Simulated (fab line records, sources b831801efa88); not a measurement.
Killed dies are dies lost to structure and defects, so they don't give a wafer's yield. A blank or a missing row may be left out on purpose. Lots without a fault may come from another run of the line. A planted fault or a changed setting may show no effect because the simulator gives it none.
Which tool did it? | flow gf180mcu | 12 lots, 36 wafers sampled, at 4 steps of a route of 602

WHAT THE GAUGES READ, wafer by wafer
GF_STI_BOW_MEAS_00.
lot  | measured    | on            | INCOMING_BOW (um)
L355 | day 1 10:00 | film_metro-04 | -8 2 2
L356 | day 1 15:02 | film_metro-04 | 4 0 -3
L357 | day 1 20:01 | film_metro-01 | 1 12 -4
L365 | day 3 12:00 | film_metro-01 | 4 2 -6
L366 | day 3 17:00 | film_metro-04 | -8 -3 7
L368 | day 4 03:00 | film_metro-02 | 4 3 -3
L372 | day 4 23:01 | film_metro-02 | -5 -8 7
L373 | day 5 04:01 | film_metro-01 | 9 -1 2
L374 | day 5 09:00 | film_metro-04 | 4 6 -5
L375 | day 5 14:00 | film_metro-02 | 0 9 3
L376 | day 5 19:00 | film_metro-04 | 3 -6 1
L378 | day 6 05:01 | film_metro-04 | 0 15 14

GF_HV_LDD_CD_MEAS_46: target cd 400 nm.
lot  | measured     | on        | cd_nm (nm)
L355 | day 12 03:22 | cd_sem-02 | 400.0 399.1 397.9
L356 | day 12 13:19 | cd_sem-01 | 398.6 401.8 399.3
L357 | day 12 21:32 | cd_sem-01 | 398.5 397.8 396.4
L365 | day 16 01:22 | cd_sem-02 | 399.1 401.7 403.9
L366 | day 16 13:59 | cd_sem-02 | 399.7 399.7 401.0
L368 | day 16 23:52 | cd_sem-01 | 402.5 402.5 401.5
L372 | day 17 23:50 | cd_sem-02 | 400.7 399.5 401.0
L373 | day 18 13:26 | cd_sem-01 | 394.5 395.3 395.4
L374 | day 18 15:47 | cd_sem-02 | 395.8 397.7 399.1
L375 | day 19 09:01 | cd_sem-01 | 399.2 399.2 401.4
L376 | day 19 10:37 | cd_sem-02 | 400.6 402.1 401.9
L378 | day 20 03:00 | cd_sem-02 | 397.5 395.5 398.0

GF_SALICIDE_RS_MEAS_04: measures by four-point-probe.
lot  | measured     | on            | SALICIDE_TIN_RS (ohm/sq)
L355 | day 14 23:44 | film_metro-02 | 16.3 16.0 16.1
L356 | day 15 08:22 | film_metro-03 | 16.5 16.2 16.0
L357 | day 15 15:31 | film_metro-01 | 15.8 16.0 16.0
L365 | day 19 04:20 | film_metro-02 | 16.2 16.7 16.2
L366 | day 19 16:07 | film_metro-02 | 16.3 16.5 16.2
L368 | day 20 03:53 | film_metro-01 | 16.2 16.5 16.8
L372 | day 21 06:13 | film_metro-02 | 16.0 16.2 16.1
L373 | day 21 17:26 | film_metro-03 | 16.1 15.9 16.5
L374 | day 21 19:27 | film_metro-03 | 15.9 15.7 16.1
L375 | day 22 14:19 | film_metro-02 | 16.3 16.4 16.2
L376 | day 22 15:17 | film_metro-03 | 16.2 16.3 16.4
L378 | day 23 05:32 | film_metro-02 | 16.0 16.0 16.1

WHICH TOOL RAN EACH LOT (tool, then ch and the chambers of the sampled wafers, then the start)
lot  | GF_MVSD_STRIP_10
L355 | plasma_asher-03 ch 0,1, day 4 10:04
L356 | plasma_asher-03 ch 0,1, day 4 15:23
L357 | plasma_asher-02 ch 0,1, day 4 21:16
L365 | plasma_asher-04 ch 0,1, day 7 04:38
L366 | plasma_asher-04 ch 0,1, day 7 12:07
L368 | plasma_asher-03 ch 0,1, day 7 18:00
L372 | plasma_asher-03 ch 0,1, day 8 14:12
L373 | plasma_asher-03 ch 0,1, day 8 18:28
L374 | plasma_asher-03 ch 0,1, day 8 23:46
L375 | plasma_asher-03 ch 0,1, day 9 12:40
L376 | plasma_asher-02 ch 0,1, day 9 13:40
L378 | plasma_asher-04 ch 0,1, day 10 02:13
- GF_MVSD_STRIP_10: strips in O2/N2.

WHAT THE TOOLS THEMSELVES READ (means of the sampled wafers that have a number; where no wafer has one, the mark that the record gives instead)
GF_MVSD_STRIP_10.
lot  | tool            | drypump_motor_current_A (A) | heater_power_w (W) | oes_product_au (a.u.) | strip_time_to_endpoint_s (s)
L355 | plasma_asher-03 | 5.8                         | 340                | 0.722                 | 36.92
L356 | plasma_asher-03 | 5.8                         | 339                | 0.722                 | 36.97
L357 | plasma_asher-02 | 5.6                         | 421                | 0.726                 | 36.99
L365 | plasma_asher-04 | 5.6                         | 313                | 0.799                 | 37.08
L366 | plasma_asher-04 | 5.3                         | 312                | 0.794                 | 36.88
L368 | plasma_asher-03 | 5.7                         | 344                | 0.729                 | 37.08
L372 | plasma_asher-03 | 5.8                         | 347                | 0.723                 | 37.08
L373 | plasma_asher-03 | 5.6                         | 355                | 0.721                 | 37.20
L374 | plasma_asher-03 | 5.6                         | 359                | 0.722                 | 37.08
L375 | plasma_asher-03 | 5.7                         | 348                | 0.720                 | 37.02
L376 | plasma_asher-02 | 5.5                         | 403                | 0.723                 | 37.02
L378 | plasma_asher-04 | 5.2                         | 308                | 0.725                 | 37.06

THE ANSWER, worked out from the rows above alone
Rule: what is usual is taken from the lots themselves. Put in order of their means at a reading, lots are off if they are a third of the lots or fewer, leave a main group of 4 or more, and stand apart from it by a gap of 3 or more times the standard deviation of the main group's means; of several such gaps the widest counts. A main group whose means are all the same, to the digits that the tables above print for the reading, isn't used. A lot without any number at a reading at which 4 lots or more have one is off too. The other lots that the step has rows for count as sound. The gauges are gone through in route order, then the tools' own readings, and for those a lot's mean is taken as printed above. The first step at which some lot is off is used, and at that step the reading that is off furthest; a lot without a number counts as furthest.
Off: L365, L366, at GF_MVSD_STRIP_10 (oes_product_au). The main group: mean 0.723 a.u., standard deviation 0.0025.
A tool fits if, at that step or a process step before it, it ran every lot that is off, and no sound lot after the first of them. None of those tried fits.

WHAT THE SIMULATOR HAD PUT IN
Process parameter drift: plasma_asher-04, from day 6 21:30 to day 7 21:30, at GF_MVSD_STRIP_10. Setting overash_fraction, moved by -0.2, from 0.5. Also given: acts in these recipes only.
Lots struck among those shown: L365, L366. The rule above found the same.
